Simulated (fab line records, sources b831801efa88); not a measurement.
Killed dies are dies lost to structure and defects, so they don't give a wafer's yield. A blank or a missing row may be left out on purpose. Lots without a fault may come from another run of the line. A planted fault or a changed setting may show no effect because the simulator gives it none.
Which tool did it? | flow sfq_line | 14 lots, 42 wafers sampled, at 1 step of a route of 325

WHAT THE GAUGES READ, wafer by wafer
SFQ_M6_RS_MEAS_938: measures by four-point-probe.
lot  | measured     | on            | M6_NB_RS (ohm/sq)
L713 | day 62 12:59 | film_metro-02 | 0.878 0.878 0.865
L714 | day 62 16:38 | film_metro-03 | 0.891 0.884 0.894
L716 | day 63 07:08 | film_metro-02 | 0.870 0.877 0.893
L717 | day 65 04:45 | film_metro-03 | 0.891 0.887 0.891
L718 | day 65 11:55 | film_metro-02 | 0.879 0.869 0.869
L719 | day 65 13:14 | film_metro-01 | 0.889 0.891 0.882
L720 | day 65 14:32 | film_metro-03 | 0.886 0.877 0.882
L721 | day 71 13:10 | film_metro-03 | 0.902 0.889 0.900
L722 | day 72 01:26 | film_metro-02 | 0.885 0.881 0.891
L728 | day 79 00:22 | film_metro-02 | 0.888 0.881 0.881
L729 | day 79 02:34 | film_metro-01 | 0.885 0.890 0.891
L730 | day 79 23:56 | film_metro-01 | 0.894 0.900 0.909
L731 | day 80 02:20 | film_metro-01 | 0.902 0.896 0.894
L732 | day 80 12:32 | film_metro-03 | 0.908 0.897 0.901

WHICH TOOL RAN EACH LOT (tool, then ch and the chambers of the sampled wafers, then the start)
The record holds no process step before these readings.

WHAT THE TOOLS THEMSELVES READ (means of the sampled wafers that have a number; where no wafer has one, the mark that the record gives instead)
The record holds no such reading with a usual standard deviation.

THE ANSWER, worked out from the rows above alone
Rule: what is usual is taken from the lots themselves. Put in order of their means at a reading, lots are off if they are a third of the lots or fewer, leave a main group of 4 or more, and stand apart from it by a gap of 3 or more times the standard deviation of the main group's means; of several such gaps the widest counts. A main group whose means are all the same, to the digits that the tables above print for the reading, isn't used. A lot without any number at a reading at which 4 lots or more have one is off too. The other lots that the step has rows for count as sound. The gauges are gone through in route order, then the tools' own readings, and for those a lot's mean is taken as printed above. The first step at which some lot is off is used, and at that step the reading that is off furthest; a lot without a number counts as furthest.
No lot is off at any reading shown: from this, nothing can be told.

WHAT THE SIMULATOR HAD PUT IN
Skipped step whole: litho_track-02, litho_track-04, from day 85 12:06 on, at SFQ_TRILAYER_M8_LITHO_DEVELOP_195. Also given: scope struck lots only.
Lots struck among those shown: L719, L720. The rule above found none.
